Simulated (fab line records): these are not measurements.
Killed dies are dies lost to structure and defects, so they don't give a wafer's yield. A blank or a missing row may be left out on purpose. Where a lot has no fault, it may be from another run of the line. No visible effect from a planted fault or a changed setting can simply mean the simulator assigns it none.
The tool behind it: which one? / flow gf180mcu / 6 lots with 18 wafers sampled at 3 steps, on a route of 602 steps

WHAT THE GAUGES SHOWED, per wafer
GF_NWELL_TW_MEAS_11.
lot=L269; measured=day 3 15:59; on=film metro-01; NWELL_TW=1578 1574 1571
lot=L271; measured=day 4 00:56; on=film metro-02; NWELL_TW=1569 1572 1585
lot=L276; measured=day 5 04:34; on=film metro-03; NWELL_TW=1585 1586 1585
lot=L278; measured=day 5 18:52; on=film metro-03; NWELL_TW=1577 1591 1577
lot=L287; measured=day 7 15:38; on=film metro-01; NWELL_TW=1469 1473 1463
lot=L289; measured=day 8 02:53; on=film metro-02; NWELL_TW=1577 1572 1591

WHICH TOOL RAN EACH LOT (tool, then ch and the chambers of the sampled wafers, then the start)
lot=L269; GF_STI_ETCH_14=rie si-01 ch 0,1,2, day 2 09:10; GF_NWELL_IMPLANT_08=implanter-04 ch 0, day 3 15:38
lot=L271; GF_STI_ETCH_14=rie si-01 ch 1,2,3, day 2 17:38; GF_NWELL_IMPLANT_08=implanter-04 ch 0, day 4 00:34
lot=L276; GF_STI_ETCH_14=rie si-01 ch 1,2,3, day 3 19:08; GF_NWELL_IMPLANT_08=implanter-03 ch 0, day 5 04:10
lot=L278; GF_STI_ETCH_14=rie si-02 ch 0,1,3, day 4 05:25; GF_NWELL_IMPLANT_08=implanter-03 ch 0, day 5 18:30
lot=L287; GF_STI_ETCH_14=rie si-02 ch 0,3, day 6 03:29; GF_NWELL_IMPLANT_08=implanter-04 ch 0, day 7 15:14
lot=L289; GF_STI_ETCH_14=rie si-02 ch 0,1,3, day 6 14:41; GF_NWELL_IMPLANT_08=implanter-03 ch 0, day 8 02:30
- GF_STI_ETCH_14: etches Si in HBr/Cl2/O2, target depth 360 nm, time 102.9 s.
- GF_NWELL_IMPLANT_08

THE ANSWER, worked out from the rows above alone
Rule: the usual values come from the lots themselves. The widest of any qualifying gaps counts: lots, ordered by their means at a reading, are off when they make up no more than a third of the lots, leave a main group of 4 or more, and stand apart from it by 3 or more times the standard deviation of that group's means. A main group is skipped when, at the precision printed for the reading in the tables above, its means are all equal. Also off: a lot with no number at a reading for which 4 or more lots have one. The other lots that the step has rows for count as sound.
Off: L287, at GF_NWELL_TW_MEAS_11 (NWELL_TW). Mean 1579 and standard deviation 4.1 in the main group.
A tool fits if, at a process step before that reading, it ran every lot that is off, and no sound lot after the first of them. Gauges at GF_NWELL_TW_MEAS_11: tried the same way as those tools. 2 tools fit, implanter-04 at GF_NWELL_IMPLANT_08 and film metro-01 at GF_NWELL_TW_MEAS_11, so this cannot tell which one it is.

WHAT WAS PUT IN BY THE SIMULATOR
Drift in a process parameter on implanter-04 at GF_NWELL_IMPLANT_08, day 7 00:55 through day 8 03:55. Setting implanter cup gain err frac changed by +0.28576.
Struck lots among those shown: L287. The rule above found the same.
